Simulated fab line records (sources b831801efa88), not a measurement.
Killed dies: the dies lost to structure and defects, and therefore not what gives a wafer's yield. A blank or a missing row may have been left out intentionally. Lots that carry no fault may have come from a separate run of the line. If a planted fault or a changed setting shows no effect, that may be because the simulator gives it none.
Which tool was responsible? | flow gf180mcu | 42 wafers from 14 lots sampled at 5 of the route's 602 steps

## WHAT THE GAUGES READ, wafer by wafer
GF_LVPWELL_OVL_MEAS_07.
lot  | measured    | on         | LVPWELL_OVL (nm)
L548 | day 4 06:04 | overlay-01 | -1.4 1.5 -0.1
L549 | day 4 06:16 | overlay-01 | -0.4 0.1 -0.9
L550 | day 4 12:59 | overlay-02 | 0.1 0.8 0.9
L551 | day 4 19:07 | overlay-02 | 1.4 -0.4 -0.1
L553 | day 5 01:43 | overlay-02 | -1.2 0.0 -1.8
L554 | day 5 07:19 | overlay-01 | -2.2 -0.5 0.0
L561 | day 7 01:52 | overlay-02 | -0.6 -1.1 -1.4
L563 | day 7 08:03 | overlay-02 | 0.7 1.8 1.4
L565 | day 7 19:25 | overlay-01 | -1.9 -3.0 -0.5
L567 | day 8 07:49 | overlay-02 | -0.1 0.8 1.6
L568 | day 8 13:40 | overlay-01 | -1.9 -0.6 1.4
L569 | day 8 18:52 | overlay-02 | 2.1 0.7 0.5
L570 | day 9 00:20 | overlay-01 | -2.0 -2.1 -2.6
L571 | day 9 06:03 | overlay-01 | 0.5 -2.3 -1.0

GF_MVSD_TW_MEAS_11.
lot  | measured    | on            | MVSD_TW
L548 | day 4 20:26 | film metro-01 | 1539 1531 1534
L549 | day 4 20:30 | film metro-04 | 1612 1613 1621
L550 | day 5 04:04 | film metro-02 | 1574 1586 1584
L551 | day 5 10:01 | film metro-01 | 1528 1539 1527
L553 | day 5 16:00 | film metro-04 | 1600 1615 1614
L554 | day 5 22:18 | film metro-02 | 1589 1587 1586
L561 | day 7 18:07 | film metro-01 | 1533 1530 1538
L563 | day 8 00:50 | film metro-02 | 1595 1599 1592
L565 | day 8 12:19 | film metro-04 | 1617 1619 1619
L567 | day 9 01:01 | film metro-01 | 1531 1534 1542
L568 | day 9 07:43 | film metro-04 | 1607 1605 1615
L569 | day 9 13:32 | film metro-02 | 1573 1577 1574
L570 | day 9 18:01 | film metro-01 | 1529 1545 1528
L571 | day 9 23:53 | film metro-02 | 1579 1578 1584

GF_VT_IMPLANT_OVL_MEAS_29.
lot  | measured     | on         | VT_IMPLANT_02_OVL (nm)
L548 | day 7 07:56  | overlay-01 | -1.1 -0.4 2.7
L549 | day 7 08:14  | overlay-01 | -2.2 -2.1 0.5
L550 | day 7 16:07  | overlay-02 | -1.4 -1.1 -2.6
L551 | day 7 22:47  | overlay-02 | -1.0 0.2 -1.9
L553 | day 8 05:56  | overlay-01 | -2.0 -4.4 -1.4
L554 | day 8 12:22  | overlay-02 | 0.4 0.0 -1.1
L561 | day 10 14:22 | overlay-01 | 1.2 1.1 -0.5
L563 | day 10 22:02 | overlay-02 | -1.8 -2.0 -0.7
L565 | day 11 10:55 | overlay-01 | 0.3 0.5 0.7
L567 | day 12 02:14 | overlay-02 | -0.1 0.2 1.6
L568 | day 12 08:28 | overlay-02 | 2.1 -0.2 -0.7
L569 | day 12 15:19 | overlay-01 | 2.1 -0.4 1.0
L570 | day 12 22:58 | overlay-02 | 1.3 -1.3 -0.1
L571 | day 13 04:23 | overlay-01 | -1.7 -1.0 -1.4

GF_VT_IMPLANT_RS_MEAS_49: the measuring method here is four-point-probe.
lot  | measured     | on            | MVPSD_RS (ohm/sq)
L548 | day 8 01:01  | film metro-04 | 1168 1167 1170
L549 | day 8 01:32  | film metro-01 | 1171 1170 1170
L550 | day 8 09:35  | film metro-04 | 1168 1165 1167
L551 | day 8 15:57  | film metro-04 | 1165 1167 1165
L553 | day 8 23:50  | film metro-02 | 1167 1167 1166
L554 | day 9 05:56  | film metro-02 | 1163 1167 1164
L561 | day 11 10:22 | film metro-02 | 1182 1177 1177
L563 | day 11 18:18 | film metro-01 | 1183 1179 1183
L565 | day 12 06:17 | film metro-01 | 1170 1171 1171
L567 | day 12 23:42 | film metro-01 | 1175 1175 1177
L568 | day 13 05:32 | film metro-02 | 1165 1166 1164
L569 | day 13 12:41 | film metro-04 | 1172 1171 1173
L570 | day 13 19:54 | film metro-01 | 1171 1169 1171
L571 | day 14 01:23 | film metro-01 | 1173 1171 1169

## WHAT TOOL EACH LOT RAN ON (gives the tool, then ch and the chambers of the sampled wafers, and finally the start)
lot  | GF_MVPSD_IMPLANT_09
L548 | implanter-03 ch 0, day 5 10:38
L549 | implanter-04 ch 0, day 5 10:43
L550 | implanter-03 ch 0, day 5 17:49
L551 | implanter-02 ch 0, day 6 00:44
L553 | implanter-02 ch 0, day 6 06:25
L554 | implanter-03 ch 0, day 6 12:44
L561 | implanter-02 ch 0, day 8 10:08
L563 | implanter-02 ch 0, day 8 17:14
L565 | implanter-03 ch 0, day 9 05:08
L567 | implanter-03 ch 0, day 9 18:19
L568 | implanter-04 ch 0, day 10 01:02
L569 | implanter-04 ch 0, day 10 07:16
L570 | implanter-04 ch 0, day 10 12:10
L571 | implanter-03 ch 0, day 10 17:49
- GF_MVPSD_IMPLANT_09

## AS READ BY THE TOOLS THEMSELVES (means over the sampled wafers that have a number; for cases with no such wafer, the mark the record gives instead)
GF_MVPSD_IMPLANT_09.
lot  | tool         | tilt deg (degrees)
L548 | implanter-03 | -0.008
L549 | implanter-04 | -0.020
L550 | implanter-03 | 0.001
L551 | implanter-02 | 0.016
L553 | implanter-02 | -0.008
L554 | implanter-03 | 0.010
L561 | implanter-02 | -0.009
L563 | implanter-02 | 0.000
L565 | implanter-03 | 0.000
L567 | implanter-03 | 0.016
L568 | implanter-04 | 0.004
L569 | implanter-04 | 0.030
L570 | implanter-04 | -0.001
L571 | implanter-03 | -0.018

## THE ANSWER, worked out from the rows above alone
Rule: the usual values come from the lots themselves. Put in order of their means at a reading, lots are off if they are a third of the lots or fewer, leave a main group of 4 or more, and stand apart from it by a gap of 3 or more times the standard deviation of the main group's means; of several such gaps the widest counts. A main group whose means are all the same, to the digits that the tables above print for the reading, isn't used. Also off: a lot with no number at a reading for which 4 or more lots have one. Where the step has rows for the other lots, those lots are counted as sound. First the gauges in route order, then the tools' own readings, where a lot's mean is used as printed above. At the first step where some lot is off, the reading lying furthest off is the one used; lots without a number count as furthest.
No lot is off on any of the readings shown, so nothing can be concluded from this.

## WHAT THE SIMULATOR PUT IN
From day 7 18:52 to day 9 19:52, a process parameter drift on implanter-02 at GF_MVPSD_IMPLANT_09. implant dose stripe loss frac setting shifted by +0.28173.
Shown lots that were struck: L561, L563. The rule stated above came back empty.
